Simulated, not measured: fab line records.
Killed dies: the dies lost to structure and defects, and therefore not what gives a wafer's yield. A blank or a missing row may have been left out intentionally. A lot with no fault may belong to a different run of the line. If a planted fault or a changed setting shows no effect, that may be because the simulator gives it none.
fab line records / flow gf180mcu / part 2 of 2: steps 32 to 44 of 44
record: lots: 5 wafers: 15 last-day: 33
route steps=602 shown LVPWELL@61 MVSD@66 MVPSD@78 VT_IMPLANT@90
lots that met no fault: taken from a fault-free run of the same line
start-h: the number of hours between the record's first day and the start of the first shown wafer of the lot / wait-h: hours since the lot's step before / " identical to the entry in the row above / L1.1+2: one row covering several wafers at once / - either no value or no given start / * or withheld: withheld / < > ~ a bound
route shown NAME@n: names a module that has steps shown in the file, with the first one's number in the route / usual: the fault-free wafers' mean and standard deviation / same: alike in all rows / chamber/n: place in a boat / sites: the reading at each site / _std_site: how widely they spread, as a standard deviation / _edge_site: inner sites' mean taken away from outer sites' mean / radius-mm: how far each site lies from the wafer's centre / mask NAME#n: copy n / behind: the tool/chamber that last shaped the wafer / hold: why the lot went on hold/how many hours it stayed there/how the hold came to an end / device: transistor that didn't switch, given as n, p or np / end of line: tests of these same wafers at the route's end / a step with no rows: only its recipe / killed: not the wafer's yield, but the dies lost to structure and defects at the first sort / map: the dies of a wafer, with x for killed, . for not killed, _ for no die there
set.NAME: the setting that was run; set.NAME@STEP: the one run at that earlier step / model.NAME: the simulator's own value behind a step, which no gauge read
a table for each step, a row for each wafer; lots at some steps of the route
services: the hour from which a tool's chamber was out of use, counted from the record's first day as start-h (under 0 if before that day), plus the number of hours and why
== steps ==
step: GF_VT_IMPLANT_COAT_02
recipe: resist: NOVOLAK spin-rpm: 3000 resist-thk-nm: 1000
lot.wafer=L074.2+5+6 tool=litho-track-01 chamber=0 start-h=104.29 wait-h=0.1
lot.wafer=L077.1+4+5 tool=litho-track-02 chamber=0 start-h=123.40 wait-h=0.1
lot.wafer=L079.1+4+5 tool=litho-track-03 chamber=0 start-h=134.50 wait-h=0.1
lot.wafer=L082.1+2+6 tool=litho-track-01 chamber=0 start-h=156.52 wait-h=0.1
lot.wafer=L090.3+4+5 tool=litho-track-03 chamber=0 start-h=204.75 wait-h=0.1
step: GF_VT_IMPLANT_SOFTBAKE_03
recipe: temp-c: 90 time-s: 60 resist: NOVOLAK
lot.wafer=L074.2+5+6 tool=litho-track-01 chamber=0 start-h=104.44 wait-h=0.1
lot.wafer=L077.1+4+5 tool=litho-track-02 chamber=0 start-h=123.55 wait-h=0.1
lot.wafer=L079.1+4+5 tool=litho-track-03 chamber=0 start-h=134.65 wait-h=0.1
lot.wafer=L082.1+2+6 tool=litho-track-01 chamber=0 start-h=156.67 wait-h=0.1
lot.wafer=L090.3+4+5 tool=litho-track-03 chamber=0 start-h=204.90 wait-h=0.1
step: GF_VT_IMPLANT_EXPOSE_04
recipe: mask-id: LVPWELL_LV_AREA target-cd-nm: 600 na: 0.6 source-shape: conventional sigma-outer: 0.6 dose-mj: 140
same: sigma-outer: 0.6
lot.wafer=L074.2+5+6 tool=iline-stepper-02 chamber=0 start-h=- wait-h=- mask=LVPWELL_LV_AREA#0
lot.wafer=L077.1+4+5 tool=iline-stepper-01 chamber=0 start-h=- wait-h=- mask=LVPWELL_LV_AREA#0
lot.wafer=L079.1+4+5 tool=iline-stepper-01 chamber=0 start-h=- wait-h=- mask=LVPWELL_LV_AREA#0
lot.wafer=L082.1+2+6 tool=iline-stepper-02 chamber=0 start-h=- wait-h=- mask=LVPWELL_LV_AREA#0
lot.wafer=L090.3+4+5 tool=iline-stepper-01 chamber=0 start-h=- wait-h=- mask=LVPWELL_LV_AREA#0
step: GF_VT_IMPLANT_PEB_05
recipe: temp-c: withheld time-s: * resist: NOVOLAK
lot.wafer=L074.2+5+6 tool=litho-track-02 chamber=0 start-h=- wait-h=-
lot.wafer=L077.1+4+5 tool=litho-track-01 chamber=0 start-h=- wait-h=-
lot.wafer=L079.1+4+5 tool=litho-track-02 chamber=0 start-h=- wait-h=-
lot.wafer=L082.1+2+6 tool=litho-track-03 chamber=0 start-h=- wait-h=-
lot.wafer=L090.3+4+5 tool=litho-track-02 chamber=0 start-h=- wait-h=-
step: GF_VT_IMPLANT_DEVELOP_06
recipe: develop-time-s: 60 dev-temp-c: 23
lot.wafer=L074.2+5+6 tool=litho-track-02 chamber=0 start-h=111.32 wait-h=0.1
lot.wafer=L077.1+4+5 tool=litho-track-01 chamber=0 start-h=131.12 wait-h=0.1
lot.wafer=L079.1+4+5 tool=litho-track-02 chamber=0 start-h=141.85 wait-h=0.1
lot.wafer=L082.1+2+6 tool=litho-track-03 chamber=0 start-h=164.50 wait-h=0.1
lot.wafer=L090.3+4+5 tool=litho-track-02 chamber=0 start-h=213.24 wait-h=0.1
step: GF_VT_IMPLANT_OVL_MEAS_07
usual: VT_IMPLANT_OVL: -1.0/1.2
lot.wafer=L074.2 tool=overlay-02 chamber=- start-h=111.45 wait-h=0.1 VT_IMPLANT_OVL[nm]=-2.3
lot.wafer=L074.5 tool=overlay-02 chamber=- start-h=111.45 wait-h=0.1 VT_IMPLANT_OVL[nm]=0.1
lot.wafer=L074.6 tool=overlay-02 chamber=- start-h=111.45 wait-h=0.1 VT_IMPLANT_OVL[nm]=-2.1
lot.wafer=L077.1 tool=overlay-02 chamber=- start-h=131.27 wait-h=0.1 VT_IMPLANT_OVL[nm]=0.0
lot.wafer=L077.4 tool=overlay-02 chamber=- start-h=131.27 wait-h=0.1 VT_IMPLANT_OVL[nm]=-3.2
lot.wafer=L077.5 tool=overlay-02 chamber=- start-h=131.27 wait-h=0.1 VT_IMPLANT_OVL[nm]=-0.8
lot.wafer=L079.1 tool=overlay-01 chamber=- start-h=142.00 wait-h=0.1 VT_IMPLANT_OVL[nm]=-0.2
lot.wafer=L079.4 tool=overlay-01 chamber=- start-h=142.00 wait-h=0.1 VT_IMPLANT_OVL[nm]=0.1
lot.wafer=L079.5 tool=overlay-01 chamber=- start-h=142.00 wait-h=0.1 VT_IMPLANT_OVL[nm]=-0.7
lot.wafer=L082.1 tool=overlay-01 chamber=- start-h=164.65 wait-h=0.1 VT_IMPLANT_OVL[nm]=0.5
lot.wafer=L082.2 tool=overlay-01 chamber=- start-h=164.65 wait-h=0.1 VT_IMPLANT_OVL[nm]=-0.2
lot.wafer=L082.6 tool=overlay-01 chamber=- start-h=164.65 wait-h=0.1 VT_IMPLANT_OVL[nm]=1.2
lot.wafer=L090.3 tool=overlay-02 chamber=- start-h=213.36 wait-h=0.1 VT_IMPLANT_OVL[nm]=-1.7
lot.wafer=L090.4 tool=overlay-02 chamber=- start-h=213.36 wait-h=0.1 VT_IMPLANT_OVL[nm]=-2.4
lot.wafer=L090.5 tool=overlay-02 chamber=- start-h=213.36 wait-h=0.1 VT_IMPLANT_OVL[nm]=-1.7
step: GF_VT_IMPLANT_IMPLANT_08
recipe: species: BF2 energy-kev: 20 dose-cm2: 8.29e+12 tilt-deg: 7
usual: end-station-pressure-torr: 5.03e-06/2.7e-07 faraday-current-uA: 46.6/0.93
lot.wafer=L074.2 tool=implanter-03 chamber=0 start-h=111.51 wait-h=0.0 end-station-pressure-torr=5.12e-06 faraday-current-uA=46.4
lot.wafer=L074.5 tool=implanter-03 chamber=0 start-h=111.51 wait-h=0.0 end-station-pressure-torr=4.45e-06 faraday-current-uA=46.0
lot.wafer=L074.6 tool=implanter-03 chamber=0 start-h=111.51 wait-h=0.0 end-station-pressure-torr=4.83e-06 faraday-current-uA=46.8
lot.wafer=L077.1 tool=implanter-02 chamber=0 start-h=131.30 wait-h=0.0 end-station-pressure-torr=5.27e-06 faraday-current-uA=46.7
lot.wafer=L077.4 tool=implanter-02 chamber=0 start-h=131.30 wait-h=0.0 end-station-pressure-torr=4.9e-06 faraday-current-uA=45.9
lot.wafer=L077.5 tool=implanter-02 chamber=0 start-h=131.30 wait-h=0.0 end-station-pressure-torr=4.95e-06 faraday-current-uA=45.3
lot.wafer=L079.1 tool=implanter-04 chamber=0 start-h=142.03 wait-h=0.0 end-station-pressure-torr=5.38e-06 faraday-current-uA=46.4
lot.wafer=L079.4 tool=implanter-04 chamber=0 start-h=142.03 wait-h=0.0 end-station-pressure-torr=4.87e-06 faraday-current-uA=46.3
lot.wafer=L079.5 tool=implanter-04 chamber=0 start-h=142.03 wait-h=0.0 end-station-pressure-torr=4.74e-06 faraday-current-uA=46.5
lot.wafer=L082.1 tool=implanter-03 chamber=0 start-h=164.69 wait-h=0.0 end-station-pressure-torr=5.29e-06 faraday-current-uA=46.2
lot.wafer=L082.2 tool=implanter-03 chamber=0 start-h=164.69 wait-h=0.0 end-station-pressure-torr=5.17e-06 faraday-current-uA=47.2
lot.wafer=L082.6 tool=implanter-03 chamber=0 start-h=164.69 wait-h=0.0 end-station-pressure-torr=4.97e-06 faraday-current-uA=47.4
lot.wafer=L090.3 tool=implanter-03 chamber=0 start-h=213.45 wait-h=0.1 end-station-pressure-torr=5.17e-06 faraday-current-uA=46.4
lot.wafer=L090.4 tool=implanter-03 chamber=0 start-h=213.45 wait-h=0.1 end-station-pressure-torr=4.93e-06 faraday-current-uA=46.4
lot.wafer=L090.5 tool=implanter-03 chamber=0 start-h=213.45 wait-h=0.1 end-station-pressure-torr=5.15e-06 faraday-current-uA=46.2
step: GF_VT_IMPLANT_STRIP_09
recipe: chemistry: O2/N2 power-w: 1400 pressure-mtorr: 1500 platen-temp-c: 250 o2-flow-sccm: 3000 n2-flow-sccm: 300 overash-fraction: 0.5
usual: drypump-motor-current-A: 5.6/0.51 heater-power-w: 322/26 oes-product-au: 0.717/0.0051 strip-time-to-endpoint-s: 12.645/0.029
lot.wafer=L074.2 tool=plasma-asher-02 chamber=1 start-h=111.63 wait-h=0.1 drypump-motor-current-A=5.4 heater-power-w=358 oes-product-au=0.712 rf-hours-counter-h=47 strip-time-to-endpoint-s=12.626
lot.wafer=L074.5 tool=plasma-asher-02 chamber=0 start-h=111.63 wait-h=0.1 drypump-motor-current-A=4.7 heater-power-w=294 oes-product-au=0.713 rf-hours-counter-h=- strip-time-to-endpoint-s=12.651
lot.wafer=L074.6 tool=plasma-asher-02 chamber=1 start-h=111.63 wait-h=0.1 drypump-motor-current-A=5.4 heater-power-w=371 oes-product-au=0.718 rf-hours-counter-h=- strip-time-to-endpoint-s=12.664
lot.wafer=L077.1 tool=plasma-asher-02 chamber=0 start-h=131.45 wait-h=0.1 drypump-motor-current-A=4.7 heater-power-w=293 oes-product-au=0.713 rf-hours-counter-h=49 strip-time-to-endpoint-s=12.692
lot.wafer=L077.4 tool=plasma-asher-02 chamber=1 start-h=131.45 wait-h=0.1 drypump-motor-current-A=5.4 heater-power-w=368 oes-product-au=0.714 rf-hours-counter-h=- strip-time-to-endpoint-s=12.669
lot.wafer=L077.5 tool=plasma-asher-02 chamber=0 start-h=131.45 wait-h=0.1 drypump-motor-current-A=4.7 heater-power-w=285 oes-product-au=0.725 rf-hours-counter-h=- strip-time-to-endpoint-s=12.671
lot.wafer=L079.1 tool=plasma-asher-03 chamber=1 start-h=142.18 wait-h=0.1 drypump-motor-current-A=5.6 heater-power-w=286 oes-product-au=0.715 rf-hours-counter-h=2 strip-time-to-endpoint-s=12.660
lot.wafer=L079.4 tool=plasma-asher-03 chamber=1 start-h=142.18 wait-h=0.1 drypump-motor-current-A=5.6 heater-power-w=299 oes-product-au=0.712 rf-hours-counter-h=- strip-time-to-endpoint-s=12.645
lot.wafer=L079.5 tool=plasma-asher-03 chamber=0 start-h=142.18 wait-h=0.1 drypump-motor-current-A=5.2 heater-power-w=339 oes-product-au=0.721 rf-hours-counter-h=- strip-time-to-endpoint-s=12.610
lot.wafer=L082.1 tool=plasma-asher-03 chamber=1 start-h=164.84 wait-h=0.1 drypump-motor-current-A=5.7 heater-power-w=295 oes-product-au=0.706 rf-hours-counter-h=4 strip-time-to-endpoint-s=12.653
lot.wafer=L082.2 tool=plasma-asher-03 chamber=0 start-h=164.84 wait-h=0.1 drypump-motor-current-A=5.2 heater-power-w=328 oes-product-au=0.714 rf-hours-counter-h=4 strip-time-to-endpoint-s=12.606
lot.wafer=L082.6 tool=plasma-asher-03 chamber=0 start-h=164.84 wait-h=0.1 drypump-motor-current-A=5.2 heater-power-w=326 oes-product-au=0.712 rf-hours-counter-h=- strip-time-to-endpoint-s=12.642
lot.wafer=L090.3 tool=plasma-asher-01 chamber=0 start-h=213.59 wait-h=0.1 drypump-motor-current-A=6.3 heater-power-w=345 oes-product-au=0.717 rf-hours-counter-h=- strip-time-to-endpoint-s=12.634
lot.wafer=L090.4 tool=plasma-asher-01 chamber=1 start-h=213.59 wait-h=0.1 drypump-motor-current-A=6.1 heater-power-w=321 oes-product-au=0.709 rf-hours-counter-h=- strip-time-to-endpoint-s=12.595
lot.wafer=L090.5 tool=plasma-asher-01 chamber=1 start-h=213.59 wait-h=0.1 drypump-motor-current-A=6.1 heater-power-w=308 oes-product-au=0.715 rf-hours-counter-h=- strip-time-to-endpoint-s=12.611
step: GF_VT_IMPLANT_TW_MEAS_10
usual: VT_IMPLANT_TW: 565/6.3
lot.wafer=L074.2 tool=film-metro-02 chamber=- start-h=111.74 wait-h=0.1 VT_IMPLANT_TW=568
lot.wafer=L074.5 tool=film-metro-02 chamber=- start-h=111.74 wait-h=0.1 VT_IMPLANT_TW=568
lot.wafer=L074.6 tool=film-metro-02 chamber=- start-h=111.74 wait-h=0.1 VT_IMPLANT_TW=570
lot.wafer=L077.1 tool=film-metro-02 chamber=- start-h=131.55 wait-h=0.1 VT_IMPLANT_TW=564
lot.wafer=L077.4 tool=film-metro-02 chamber=- start-h=131.55 wait-h=0.1 VT_IMPLANT_TW=563
lot.wafer=L077.5 tool=film-metro-02 chamber=- start-h=131.55 wait-h=0.1 VT_IMPLANT_TW=567
lot.wafer=L079.1 tool=film-metro-04 chamber=- start-h=142.28 wait-h=0.1 VT_IMPLANT_TW=550
lot.wafer=L079.4 tool=film-metro-04 chamber=- start-h=142.28 wait-h=0.1 VT_IMPLANT_TW=555
lot.wafer=L079.5 tool=film-metro-04 chamber=- start-h=142.28 wait-h=0.1 VT_IMPLANT_TW=554
lot.wafer=L082.1 tool=film-metro-04 chamber=- start-h=164.94 wait-h=0.1 VT_IMPLANT_TW=557
lot.wafer=L082.2 tool=film-metro-04 chamber=- start-h=164.94 wait-h=0.1 VT_IMPLANT_TW=557
lot.wafer=L082.6 tool=film-metro-04 chamber=- start-h=164.94 wait-h=0.1 VT_IMPLANT_TW=562
lot.wafer=L090.3 tool=film-metro-02 chamber=- start-h=213.67 wait-h=0.1 VT_IMPLANT_TW=568
lot.wafer=L090.4 tool=film-metro-02 chamber=- start-h=213.67 wait-h=0.1 VT_IMPLANT_TW=570
lot.wafer=L090.5 tool=film-metro-02 chamber=- start-h=213.67 wait-h=0.1 VT_IMPLANT_TW=568
step: GF_VT_IMPLANT_DEHYDRATE_11
recipe: temp-c: 200 time-s: 60
lot.wafer=L074.2+5+6 tool=litho-track-02 chamber=0 start-h=118.62 wait-h=6.9
lot.wafer=L077.1+4+5 tool=litho-track-01 chamber=0 start-h=138.47 wait-h=6.9
lot.wafer=L079.1+4+5 tool=litho-track-01 chamber=0 start-h=149.67 wait-h=7.4
lot.wafer=L082.1+2+6 tool=litho-track-03 chamber=0 start-h=172.65 wait-h=7.7
lot.wafer=L090.3+4+5 tool=litho-track-02 chamber=0 start-h=222.09 wait-h=8.4
step: GF_VT_IMPLANT_HMDS_12
recipe: prime-time-s: 60 prime-temp-c: 120
lot.wafer=L074.2+5+6 tool=litho-track-02 chamber=0 start-h=118.77 wait-h=0.1
lot.wafer=L077.1+4+5 tool=litho-track-01 chamber=0 start-h=138.62 wait-h=0.1
lot.wafer=L079.1+4+5 tool=litho-track-01 chamber=0 start-h=149.82 wait-h=0.1
lot.wafer=L082.1+2+6 tool=litho-track-03 chamber=0 start-h=172.80 wait-h=0.1
lot.wafer=L090.3+4+5 tool=litho-track-02 chamber=0 start-h=222.24 wait-h=0.1
step: GF_VT_IMPLANT_COAT_13
recipe: resist: NOVOLAK spin-rpm: 3000 resist-thk-nm: 1000
lot.wafer=L074.2+5+6 tool=litho-track-02 chamber=0 start-h=118.92 wait-h=0.1
lot.wafer=L077.1+4+5 tool=litho-track-01 chamber=0 start-h=138.77 wait-h=0.1
lot.wafer=L079.1+4+5 tool=litho-track-01 chamber=0 start-h=149.97 wait-h=0.1
lot.wafer=L082.1+2+6 tool=litho-track-03 chamber=0 start-h=172.95 wait-h=0.1
lot.wafer=L090.3+4+5 tool=litho-track-02 chamber=0 start-h=222.39 wait-h=0.1
step: GF_VT_IMPLANT_SOFTBAKE_14
recipe: temp-c: 90 time-s: 60 resist: NOVOLAK
lot.wafer=L074.2+5+6 tool=litho-track-02 chamber=0 start-h=119.07 wait-h=0.1
lot.wafer=L077.1+4+5 tool=litho-track-01 chamber=0 start-h=138.92 wait-h=0.1
lot.wafer=L079.1+4+5 tool=litho-track-01 chamber=0 start-h=150.12 wait-h=0.1
lot.wafer=L082.1+2+6 tool=litho-track-03 chamber=0 start-h=173.10 wait-h=0.1
lot.wafer=L090.3+4+5 tool=litho-track-02 chamber=0 start-h=222.54 wait-h=0.1
== services ==
tool=plasma-asher-01 chamber=- start-h=57.77 hours=28.1 kind=pm
tool=plasma-asher-04 chamber=- start-h=66.92 hours=0.8 kind=repair
tool=implanter-02 chamber=- start-h=76.42 hours=1.4 kind=repair
tool=implanter-03 chamber=- start-h=76.72 hours=5.4 kind=pm
tool=plasma-asher-04 chamber=- start-h=81.04 hours=2.8 kind=pm
tool=implanter-04 chamber=- start-h=85.00 hours=3.2 kind=repair
tool=plasma-asher-03 chamber=- start-h=108.75 hours=9.0 kind=pm
tool=plasma-asher-03 chamber=0 start-h=108.75 hours=9.0 kind=vent-cycle
tool=plasma-asher-03 chamber=1 start-h=108.75 hours=9.0 kind=vent-cycle
tool=plasma-asher-03 chamber=0 start-h=117.75 hours=- kind=clean
tool=plasma-asher-03 chamber=1 start-h=117.75 hours=- kind=clean
tool=plasma-asher-03 chamber=- start-h=120.32 hours=7.0 kind=pm
tool=implanter-03 chamber=- start-h=132.94 hours=2.1 kind=pm
tool=implanter-04 chamber=- start-h=156.98 hours=3.9 kind=pm
tool=implanter-04 chamber=- start-h=174.15 hours=1.4 kind=repair
tool=iline-stepper-01 chamber=- start-h=187.68 hours=2.6 kind=repair
tool=implanter-01 chamber=- start-h=190.79 hours=0.9 kind=repair
tool=iline-stepper-01 chamber=0 start-h=196.68 hours=- kind=calibration
tool=implanter-04 chamber=- start-h=199.52 hours=3.0 kind=repair
tool=implanter-01 chamber=- start-h=206.57 hours=4.2 kind=pm
tool=implanter-02 chamber=- start-h=206.84 hours=12.8 kind=pm
tool=implanter-04 chamber=- start-h=210.85 hours=3.0 kind=pm
